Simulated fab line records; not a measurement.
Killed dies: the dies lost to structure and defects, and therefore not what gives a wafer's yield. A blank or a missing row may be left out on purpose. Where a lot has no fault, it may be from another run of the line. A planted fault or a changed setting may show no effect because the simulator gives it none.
Chamber matching    flow gf180mcu    GF_SAB_CVD_00 on pecvd-01 has 3 sister chambers
The step deposits SiO2 from TEOS, target thk 50 nm, time 4.9302 s. 16 wafers are shown with their chamber, then 8 later ones without.

WAFERS PAIRED WITH THEIR CHAMBERS
wafer   chamber  heater power outer w (W)  heater power w (W)
L305.2  0        380                       563
L305.3  1        418                       722
L305.5  1        425                       715
L307.1  1        405                       688
L307.2  0        342                       530
L307.3  2        278                       603
L312.2  1        341                       592
L312.4  0        346                       539
L312.6  1        345                       590
L314.1  1        364                       644
L314.4  0        355                       540
L314.6  2        333                       704
L315.3  2        254                       584
L315.4  2        259                       598
L315.5  0        397                       572
L316.2  1        411                       689

SIGNATURES, as means of the wafers listed above
reading               chamber 0  chamber 1  chamber 2  scatter within a chamber
heater power outer w  364.00     387.00     281.00     32.7
heater power w        548.80     662.86     622.25     46.9
Rule: a wafer's distance from a chamber is the root of the sum, over the readings, of the square of ((its reading less the chamber's mean) divided by the reading's scatter). The wafer belongs to the nearest chamber; if the next one is less than 2 further off, it can't be placed. How the scatter is found: for the shown wafers, subtract from each reading the mean of its chamber, square and add these, divide the total by (wafers less chambers), then take the root.

WAFERS WHOSE CHAMBER IS MISSING
wafer   heater power outer w (W)  heater power w (W)
L316.3  309                       667
L316.5  417                       713
L324.3  352                       717
L324.4  445                       757
L324.6  393                       576
L327.2  360                       551
L327.5  366                       572
L327.6  378                       647

WHICH CHAMBER EACH ONE RAN IN
wafer   from the rows above           in truth
L316.3  can't be placed: 2 or 1 or 0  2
L316.5  1                             1
L324.3  can't be placed: 1 or 2       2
L324.4  1                             1
L324.6  can't be placed: 0 or 1       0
L327.2  0                             0
L327.5  can't be placed: 0 or 1       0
L327.6  can't be placed: 1 or 0       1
Placed correctly: 3 of 8. Can't be placed from these rows: 5 (the true chamber is among the candidates in 5). Number placed wrongly: 0.
